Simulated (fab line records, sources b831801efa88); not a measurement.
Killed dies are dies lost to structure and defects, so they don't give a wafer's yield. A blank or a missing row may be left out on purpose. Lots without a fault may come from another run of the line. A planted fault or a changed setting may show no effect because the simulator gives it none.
Chamber matching | flow gf180mcu | GF_V2_CMP_04 on cmp-01: 4 sister chambers
The step polishes SiO2. 20 wafers are shown with their chamber, then 10 later ones without.

WAFERS WITH THEIR CHAMBER
wafer  | chamber | motor_current_A (A) | time_to_endpoint_s (s) | retaining_ring_pressure_frac
L509.1 | 2       | 11.6                | 75                     | 1.006
L509.3 | 1       | 9.7                 | 85                     | 1.009
L509.6 | 0       | 12.3                | 80                     | 0.994
L510.2 | 3       | 14.1                | 77                     | 0.992
L510.3 | 0       | 12.7                | 74                     | 1.008
L510.4 | 2       | 11.8                | 74                     | 1.007
L511.1 | 3       | 14.2                | 83                     | 1.004
L511.3 | 1       | 9.5                 | 88                     | 0.995
L511.4 | 0       | 11.9                | 87                     | 1.008
L512.3 | 0       | 12.8                | 81                     | 1.003
L512.4 | 1       | 10.2                | 88                     | 1.005
L512.6 | 1       | 9.4                 | 90                     | 1.004
L513.2 | 3       | 14.0                | 79                     | 0.995
L513.5 | 0       | 12.7                | 80                     | 1.001
L513.6 | 3       | 14.1                | 86                     | 0.993
L525.2 | 3       | 13.9                | 77                     | 1.006
L525.3 | 1       | 9.9                 | 83                     | 0.999
L525.5 | 2       | 10.4                | 83                     | 0.988
L528.1 | 0       | 12.8                | 73                     | 1.000
L528.5 | 2       | 11.3                | 79                     | 1.000

SIGNATURES (means of the wafers above)
reading                      | chamber 0 | chamber 1 | chamber 2 | chamber 3 | scatter within a chamber
motor_current_A              | 12.533    | 9.740     | 11.275    | 14.060    | 0.376
time_to_endpoint_s           | 79.17     | 86.80     | 77.75     | 80.40     | 4.15
retaining_ring_pressure_frac | 1.00233   | 1.00240   | 1.00025   | 0.99800   | 0.00642
Rule: a wafer's distance from a chamber is the root of the sum, over the readings, of the square of ((its reading less the chamber's mean) divided by the reading's scatter). The wafer belongs to the nearest chamber; if the next one is less than 2 further off, it can't be placed. The scatter: the root of (the sum of the squares of (reading less its chamber's mean) over the shown wafers, divided by (wafers less chambers)).

WAFERS WITHOUT THEIR CHAMBER
wafer  | motor_current_A (A) | time_to_endpoint_s (s) | retaining_ring_pressure_frac
L528.6 | 9.8                 | 86                     | 1.002
L527.1 | 12.5                | 75                     | 0.998
L527.3 | 13.8                | 75                     | 0.992
L527.4 | 11.2                | 72                     | 1.000
L531.1 | 11.5                | 72                     | 1.002
L531.3 | 9.7                 | 84                     | 0.990
L531.5 | 12.7                | 84                     | 0.998
L532.3 | 12.1                | 70                     | 0.994
L532.4 | 10.2                | 79                     | 1.005
L532.6 | 13.2                | 79                     | 1.005

WHICH CHAMBER EACH WENT THROUGH
wafer  | from the rows above     | in truth
L528.6 | 1                       | 1
L527.1 | 0                       | 0
L527.3 | 3                       | 3
L527.4 | 2                       | 2
L531.1 | can't be placed: 2 or 0 | 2
L531.3 | 1                       | 1
L531.5 | 0                       | 0
L532.3 | can't be placed: 0 or 2 | 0
L532.4 | can't be placed: 1 or 2 | 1
L532.6 | can't be placed: 0 or 3 | 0
Placed correctly: 6 of 10. Can't be placed from these rows: 4 (the true chamber is among the candidates in 4). Placed wrongly: 0.
